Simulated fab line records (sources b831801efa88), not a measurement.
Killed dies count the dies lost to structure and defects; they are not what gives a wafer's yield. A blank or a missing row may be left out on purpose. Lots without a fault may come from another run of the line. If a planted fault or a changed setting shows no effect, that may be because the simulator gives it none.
Which of the tools did it? / flow sky130 / 24 lots with 72 wafers sampled at 3 steps, on a route of 708 steps

== WHAT THE GAUGES READ, wafer by wafer ==
SKY_VIA2_CD_MEAS_12 targets a cd of 200 nm. Usual: 199.5 nm for cd_nm, sd 1.3.
lot=L074; measured=day 36 02:50; on=cd_sem-01; cd_nm (nm)=199.7 200.7 198.3; flag=
lot=L075; measured=day 36 11:31; on=cd_sem-01; cd_nm (nm)=199.0 198.5 198.4; flag=
lot=L076; measured=day 36 14:13; on=cd_sem-01; cd_nm (nm)=201.0 199.7 200.6; flag=
lot=L077; measured=day 37 05:14; on=cd_sem-01; cd_nm (nm)=201.1 198.9 200.9; flag=
lot=L078; measured=day 37 12:47; on=cd_sem-01; cd_nm (nm)=199.9 201.3 200.9; flag=
lot=L079; measured=day 37 14:55; on=cd_sem-02; cd_nm (nm)=196.9 196.9 195.2; flag=
lot=L080; measured=day 38 07:04; on=cd_sem-01; cd_nm (nm)=199.6 200.3 200.2; flag=
lot=L081; measured=day 38 14:40; on=cd_sem-02; cd_nm (nm)=199.9 200.3 198.5; flag=
lot=L082; measured=day 38 19:35; on=cd_sem-02; cd_nm (nm)=199.7 199.4 198.8; flag=
lot=L083; measured=day 39 03:58; on=cd_sem-01; cd_nm (nm)=199.8 200.4 201.2; flag=
lot=L084; measured=day 39 10:32; on=cd_sem-01; cd_nm (nm)=200.5 198.8 200.5; flag=
lot=L085; measured=day 39 20:04; on=cd_sem-01; cd_nm (nm)=200.0 199.9 200.7; flag=
lot=L086; measured=day 40 04:08; on=cd_sem-02; cd_nm (nm)=200.0 200.8 199.6; flag=
lot=L087; measured=day 40 16:49; on=cd_sem-01; cd_nm (nm)=197.6 198.1 197.4; flag=
lot=L089; measured=day 40 19:52; on=cd_sem-02; cd_nm (nm)=201.3 202.1 202.1; flag=
lot=L088; measured=day 40 23:03; on=cd_sem-02; cd_nm (nm)=199.6 198.4 198.4; flag=
lot=L091; measured=day 41 14:58; on=cd_sem-01; cd_nm (nm)=199.7 201.5 200.1; flag=
lot=L092; measured=day 41 16:56; on=cd_sem-02; cd_nm (nm)=198.7 198.1 201.3; flag=
lot=L090; measured=day 41 17:47; on=cd_sem-02; cd_nm (nm)=199.4 199.7 198.5; flag=
lot=L093; measured=day 41 23:13; on=cd_sem-02; cd_nm (nm)=200.5 201.1 200.3; flag=
lot=L094; measured=day 42 05:08; on=cd_sem-01; cd_nm (nm)=199.6 200.5 198.9; flag=
lot=L095; measured=day 42 13:23; on=cd_sem-01; cd_nm (nm)=197.9 196.9 197.3; flag=
lot=L096; measured=day 42 17:08; on=cd_sem-01; cd_nm (nm)=199.8 198.2 199.3; flag=
lot=L097; measured=day 42 23:25; on=cd_sem-02; cd_nm (nm)=200.9 199.4 199.1; flag=

SKY_CAPM_OVL_MEAS_12. Usual: CAPM_OVL typically reads 1.4 nm, with standard deviation 1.5.
lot=L074; measured=day 37 06:47; on=overlay-02; CAPM_OVL (nm)=1.2 1.0 2.2; flag=
lot=L075; measured=day 37 15:46; on=overlay-02; CAPM_OVL (nm)=1.5 1.9 1.0; flag=
lot=L076; measured=day 37 17:58; on=overlay-01; CAPM_OVL (nm)=1.9 0.7 1.3; flag=
lot=L077; measured=day 38 09:10; on=overlay-01; CAPM_OVL (nm)=0.7 1.7 -0.2; flag=
lot=L078; measured=day 38 17:07; on=overlay-01; CAPM_OVL (nm)=0.4 0.1 0.1; flag=
lot=L079; measured=day 38 19:31; on=overlay-01; CAPM_OVL (nm)=1.8 0.2 0.5; flag=
lot=L080; measured=day 39 10:05; on=overlay-02; CAPM_OVL (nm)=2.9 2.4 -0.1; flag=
lot=L081; measured=day 39 16:55; on=overlay-01; CAPM_OVL (nm)=0.9 -0.4 0.0; flag=
lot=L082; measured=day 39 21:38; on=overlay-01; CAPM_OVL (nm)=2.9 1.4 1.2; flag=
lot=L083; measured=day 40 05:52; on=overlay-02; CAPM_OVL (nm)=2.9 3.2 3.1; flag=
lot=L084; measured=day 40 12:59; on=overlay-02; CAPM_OVL (nm)=2.4 2.4 0.4; flag=
lot=L085; measured=day 40 22:40; on=overlay-01; CAPM_OVL (nm)=0.7 -0.1 -1.0; flag=
lot=L086; measured=day 41 06:29; on=overlay-02; CAPM_OVL (nm)=3.1 2.4 2.1; flag=
lot=L087; measured=day 41 18:56; on=overlay-02; CAPM_OVL (nm)=-0.3 1.6 -1.1; flag=
lot=L089; measured=day 41 21:31; on=overlay-01; CAPM_OVL (nm)=1.9 2.0 3.4; flag=
lot=L088; measured=day 42 00:29; on=overlay-02; CAPM_OVL (nm)=3.4 3.3 0.8; flag=
lot=L091; measured=day 42 16:04; on=overlay-01; CAPM_OVL (nm)=0.2 4.3 2.0; flag=
lot=L092; measured=day 42 17:59; on=overlay-01; CAPM_OVL (nm)=-0.5 0.9 1.0; flag=
lot=L090; measured=day 42 19:34; on=overlay-02; CAPM_OVL (nm)=2.9 4.6 3.3; flag=
lot=L093; measured=day 43 00:20; on=overlay-01; CAPM_OVL (nm)=1.3 -0.2 -0.4; flag=
lot=L094; measured=day 43 06:29; on=overlay-01; CAPM_OVL (nm)=-0.1 2.0 1.4; flag=
lot=L095; measured=day 43 13:07; on=overlay-01; CAPM_OVL (nm)=-0.1 -1.5 1.8; flag=
lot=L096; measured=day 43 18:08; on=overlay-02; CAPM_OVL (nm)=2.5 4.6 2.9; flag=
lot=L097; measured=day 43 23:40; on=overlay-02; CAPM_OVL (nm)=1.9 2.8 3.0; flag=

== WHICH TOOL RAN EACH LOT (tool, then ch and the chambers of the sampled wafers, then the start) ==
lot=L074; SKY_VIA2_CMP_02=cmp-02 ch 0,1,3, day 34 23:26
lot=L075; SKY_VIA2_CMP_02=cmp-01 ch 0,1,2, day 35 08:23
lot=L076; SKY_VIA2_CMP_02=cmp-01 ch 0,1,2, day 35 12:11
lot=L077; SKY_VIA2_CMP_02=cmp-02 ch 0,1,3, day 36 02:35
lot=L078; SKY_VIA2_CMP_02=cmp-01 ch 0,1,2, day 36 10:55
lot=L079; SKY_VIA2_CMP_02=cmp-02 ch 0,1,2, day 36 11:53
lot=L080; SKY_VIA2_CMP_02=cmp-01 ch 0,2,3, day 37 04:26
lot=L081; SKY_VIA2_CMP_02=cmp-01 ch 0,2,3, day 37 12:14
lot=L082; SKY_VIA2_CMP_02=cmp-02 ch 0,1,2, day 37 17:06
lot=L083; SKY_VIA2_CMP_02=cmp-01 ch 1,2,3, day 38 02:26
lot=L084; SKY_VIA2_CMP_02=cmp-01 ch 0,1, day 38 09:52
lot=L085; SKY_VIA2_CMP_02=cmp-01 ch 0,1, day 38 18:28
lot=L086; SKY_VIA2_CMP_02=cmp-02 ch 1,2,3, day 39 03:19
lot=L087; SKY_VIA2_CMP_02=cmp-01 ch 1,2,3, day 39 15:41
lot=L089; SKY_VIA2_CMP_02=cmp-02 ch 2,3, day 39 18:38
lot=L088; SKY_VIA2_CMP_02=cmp-01 ch 1,2,3, day 39 22:02
lot=L091; SKY_VIA2_CMP_02=cmp-01 ch 1,2, day 40 14:14
lot=L092; SKY_VIA2_CMP_02=cmp-01 ch 0,1,3, day 40 17:03
lot=L090; SKY_VIA2_CMP_02=cmp-02 ch 0,1,2, day 40 17:35
lot=L093; SKY_VIA2_CMP_02=cmp-02 ch 0,2,3, day 40 23:24
lot=L094; SKY_VIA2_CMP_02=cmp-02 ch 0,2,3, day 41 05:42
lot=L095; SKY_VIA2_CMP_02=cmp-02 ch 0,3, day 41 13:32
lot=L096; SKY_VIA2_CMP_02=cmp-01 ch 0,2,3, day 41 17:32
lot=L097; SKY_VIA2_CMP_02=cmp-02 ch 1,3, day 41 23:45
- SKY_VIA2_CMP_02: polishes SiO2.

== AS READ BY THE TOOLS THEMSELVES (means over the sampled wafers that have a number; for cases with no such wafer, the mark the record gives instead) ==
SKY_VIA2_CMP_02. Usual: 12.4 A for motor_current_A, sd 1.4.
lot=L074; tool=cmp-02; motor_current_A (A)=13.1; flag=
lot=L075; tool=cmp-01; motor_current_A (A)=12.2; flag=
lot=L076; tool=cmp-01; motor_current_A (A)=12.2; flag=
lot=L077; tool=cmp-02; motor_current_A (A)=12.9; flag=
lot=L078; tool=cmp-01; motor_current_A (A)=12.1; flag=
lot=L079; tool=cmp-02; motor_current_A (A)=12.2; flag=
lot=L080; tool=cmp-01; motor_current_A (A)=12.0; flag=
lot=L081; tool=cmp-01; motor_current_A (A)=11.7; flag=
lot=L082; tool=cmp-02; motor_current_A (A)=12.0; flag=
lot=L083; tool=cmp-01; motor_current_A (A)=12.4; flag=
lot=L084; tool=cmp-01; motor_current_A (A)=11.9; flag=
lot=L085; tool=cmp-01; motor_current_A (A)=11.6; flag=
lot=L086; tool=cmp-02; motor_current_A (A)=13.4; flag=
lot=L087; tool=cmp-01; motor_current_A (A)=12.1; flag=
lot=L089; tool=cmp-02; motor_current_A (A)=14.9; flag=
lot=L088; tool=cmp-01; motor_current_A (A)=12.2; flag=
lot=L091; tool=cmp-01; motor_current_A (A)=12.5; flag=
lot=L092; tool=cmp-01; motor_current_A (A)=11.6; flag=
lot=L090; tool=cmp-02; motor_current_A (A)=12.3; flag=
lot=L093; tool=cmp-02; motor_current_A (A)=13.9; flag=
lot=L094; tool=cmp-02; motor_current_A (A)=13.5; flag=
lot=L095; tool=cmp-02; motor_current_A (A)=13.1; flag=
lot=L096; tool=cmp-01; motor_current_A (A)=11.7; flag=
lot=L097; tool=cmp-02; motor_current_A (A)=12.7; flag=

== THE ANSWER, worked out from the rows above alone ==
Rule: take the mean of a lot's wafers that have a number; if it is more than 3 standard deviations from the usual mean, the lot is off. A lot without any number at a reading at which 4 lots or more have one is off too. Any other lot the step has rows for is counted as sound. First the gauges in route order, then the tools' own readings, where a lot's mean is used as printed above. The first step at which some lot is off is used, and at that step the reading that is off furthest; a lot without a number counts as furthest.
Across all readings shown, no lot is off: no conclusion can be drawn from this.

== WHAT THE SIMULATOR HAD PUT IN ==
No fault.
